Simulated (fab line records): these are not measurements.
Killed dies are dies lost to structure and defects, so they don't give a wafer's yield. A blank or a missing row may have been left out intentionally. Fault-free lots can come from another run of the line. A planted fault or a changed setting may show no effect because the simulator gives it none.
Which tool did it? | flow gf180mcu | 39 wafers from 13 lots sampled at 5 of the route's 602 steps

WHAT EACH GAUGE READ, for each wafer
GF_VT_IMPLANT_TW_MEAS_10. Usual: VT_IMPLANT_TW 561, standard deviation 7.
lot  | measured     | on            | VT_IMPLANT_TW | flag
L914 | day 5 17:50  | film_metro-02 | 557 558 556   |
L915 | day 5 20:57  | film_metro-03 | 552 556 552   |
L917 | day 6 10:44  | film_metro-01 | 565 567 569   |
L918 | day 6 13:38  | film_metro-01 | 569 569 569   |
L919 | day 6 19:53  | film_metro-03 | 557 556 554   |
L920 | day 7 03:10  | film_metro-03 | 554 554 554   |
L921 | day 7 07:52  | film_metro-03 | 555 553 558   |
L922 | day 7 14:50  | film_metro-02 | 560 558 556   |
L923 | day 7 20:28  | film_metro-01 | 568 567 566   |
L932 | day 10 03:41 | film_metro-03 | 555 555 556   |
L934 | day 10 16:32 | film_metro-01 | 567 566 563   |
L935 | day 10 19:35 | film_metro-01 | 568 566 565   |
L936 | day 11 02:40 | film_metro-01 | 566 564 562   |

GF_DUAL_GATE_THK_MEAS_03. Usual: DUAL_GATE_OXIDATION_00_THK 10.80 nm, standard deviation 0.23.
lot  | measured     | on            | DUAL_GATE_OXIDATION_00_THK (nm) | flag
L914 | day 7 18:14  | film_metro-03 | 11.13 11.13 11.09               |
L915 | day 7 20:34  | film_metro-01 | 11.00 11.17 11.05               |
L917 | day 8 12:22  | film_metro-03 | 10.76 10.92 10.76               |
L918 | day 8 18:19  | film_metro-04 | 10.78 10.79 10.82               |
L919 | day 8 21:44  | film_metro-01 | 10.75 10.99 10.72               |
L920 | day 9 04:04  | film_metro-04 | 11.02 11.07 11.01               |
L921 | day 9 10:40  | film_metro-03 | 10.62 10.84 10.90               |
L922 | day 9 20:49  | film_metro-01 | 11.12 11.31 11.30               |
L923 | day 10 04:55 | film_metro-04 | 16.63 16.53 16.46               | OFF
L932 | day 12 13:58 | film_metro-04 | 10.80 10.68 10.81               |
L934 | day 13 05:18 | film_metro-03 | 10.62 10.80 10.85               |
L935 | day 13 10:29 | film_metro-04 | 10.48 10.42 10.43               |
L936 | day 13 15:55 | film_metro-03 | 10.87 10.78 10.77               |

GF_POLY_GATE_OVL_MEAS_11. Usual: POLY_GATE_OVL 2 nm, standard deviation 5.7.
lot  | measured     | on         | POLY_GATE_OVL (nm) | flag
L914 | day 9 07:37  | overlay-02 | 9 10 11            |
L915 | day 9 11:46  | overlay-01 | -4 -1 -9           |
L917 | day 10 00:41 | overlay-01 | 3 7 7              |
L918 | day 10 07:19 | overlay-01 | 1 7 6              |
L919 | day 10 12:39 | overlay-01 | 10 2 9             |
L920 | day 10 22:22 | overlay-01 | 13 15 9            |
L921 | day 11 07:01 | overlay-01 | -1 -5 -5           |
L922 | day 11 16:28 | overlay-02 | -3 -10 -1          |
L923 | day 11 21:03 | overlay-02 | 7 5 -6             |
L932 | day 14 09:34 | overlay-02 | -4 -1 -2           |
L934 | day 15 02:16 | overlay-02 | 4 0 7              |
L935 | day 15 07:44 | overlay-02 | 4 2 -1             |
L936 | day 15 14:59 | overlay-01 | 12 11 2            |

WHICH TOOL RAN EACH LOT (tool, then ch and the chambers of the sampled wafers, then the start)
lot  | GF_DUAL_GATE_OXIDATION_02     | GF_DUAL_GATE_SOFTBAKE_07
L914 | furnace-01 ch 0, day 7 16:46  | litho_track-01 ch 0, day 8 01:31
L915 | furnace-02 ch 0, day 7 19:08  | litho_track-01 ch 0, day 8 04:14
L917 | furnace-02 ch 0, day 8 10:55  | litho_track-04 ch 0, day 8 19:46
L918 | furnace-02 ch 0, day 8 16:52  | litho_track-04 ch 0, day 9 02:08
L919 | furnace-01 ch 0, day 8 20:18  | litho_track-01 ch 0, day 9 06:05
L920 | furnace-02 ch 0, day 9 02:37  | litho_track-03 ch 0, day 9 12:32
L921 | furnace-02 ch 0, day 9 09:13  | litho_track-04 ch 0, day 9 19:08
L922 | furnace-01 ch 0, day 9 19:21  | litho_track-01 ch 0, day 10 05:07
L923 | furnace-02 ch 0, day 10 03:29 | litho_track-03 ch 0, day 10 13:04
L932 | furnace-01 ch 0, day 12 12:31 | litho_track-01 ch 0, day 12 23:44
L934 | furnace-02 ch 0, day 13 03:50 | litho_track-03 ch 0, day 13 15:14
L935 | furnace-01 ch 0, day 13 09:02 | litho_track-04 ch 0, day 13 20:23
L936 | furnace-02 ch 0, day 13 14:27 | litho_track-01 ch 0, day 14 03:02
- GF_DUAL_GATE_OXIDATION_02: stabilise 600 s, purge 300 s, target thk 10.887 nm.
- GF_DUAL_GATE_SOFTBAKE_07: time 60.93 s.

WHAT THE TOOLS THEMSELVES READ (means of the sampled wafers that have a number; where no wafer has one, the mark that the record gives instead)
GF_DUAL_GATE_OXIDATION_02. Usual: ox_temp_c 900.0 C, standard deviation 0.46; spike_tc_bottom_C 918 C, standard deviation 3.3.
lot  | tool       | ox_temp_c (C) | spike_tc_bottom_C (C) | flag
L914 | furnace-01 | 899.9         | 921                   |
L915 | furnace-02 | 900.4         | 915                   |
L917 | furnace-02 | 900.1         | 914                   |
L918 | furnace-02 | 899.6         | 914                   |
L919 | furnace-01 | 899.9         | 921                   |
L920 | furnace-02 | 899.8         | 915                   |
L921 | furnace-02 | 899.5         | 915                   |
L922 | furnace-01 | 899.6         | 921                   |
L923 | furnace-02 | 901.0         | 914                   |
L932 | furnace-01 | 900.0         | 921                   |
L934 | furnace-02 | 900.1         | 915                   |
L935 | furnace-01 | 900.4         | 921                   |
L936 | furnace-02 | 899.6         | 916                   |

GF_DUAL_GATE_SOFTBAKE_07. Usual: plate_sensor_t_centre_C 90.758 C, standard deviation 0.01; plate_sensor_t_edge_C 90.829 C, standard deviation 0.01.
lot  | tool           | plate_sensor_t_centre_C (C) | plate_sensor_t_edge_C (C) | flag
L914 | litho_track-01 | 90.754                      | 90.829                    |
L915 | litho_track-01 | 90.762                      | 90.839                    |
L917 | litho_track-04 | 90.772                      | 90.815                    |
L918 | litho_track-04 | 90.759                      | 90.820                    |
L919 | litho_track-01 | 90.758                      | 90.829                    |
L920 | litho_track-03 | 90.761                      | 90.825                    |
L921 | litho_track-04 | 90.755                      | 90.831                    |
L922 | litho_track-01 | 90.753                      | 90.838                    |
L923 | litho_track-03 | 90.754                      | 90.835                    |
L932 | litho_track-01 | 90.749                      | 90.833                    |
L934 | litho_track-03 | 90.763                      | 90.826                    |
L935 | litho_track-04 | 90.746                      | 90.835                    |
L936 | litho_track-01 | 90.756                      | 90.825                    |

THE ANSWER, worked out from the rows above alone
Rule: a lot counts as off when the mean over its wafers that have a number is more than 3 standard deviations away from the usual mean. A lot without any number at a reading at which 4 lots or more have one is off too. Any other lot the step has rows for is counted as sound. First the gauges in route order, then the tools' own readings, where a lot's mean is used as printed above. At the first step where some lot is off, the reading lying furthest off is the one used; lots without a number count as furthest.
Off: at GF_DUAL_GATE_THK_MEAS_03 (DUAL_GATE_OXIDATION_00_THK), L923.
A tool fits if, at a process step before that reading, it ran every lot that is off, and no sound lot after the first of them. The gauges at GF_DUAL_GATE_THK_MEAS_03 are tried like those tools. No candidate that was tried fits.

WHAT WAS PUT IN BY THE SIMULATOR
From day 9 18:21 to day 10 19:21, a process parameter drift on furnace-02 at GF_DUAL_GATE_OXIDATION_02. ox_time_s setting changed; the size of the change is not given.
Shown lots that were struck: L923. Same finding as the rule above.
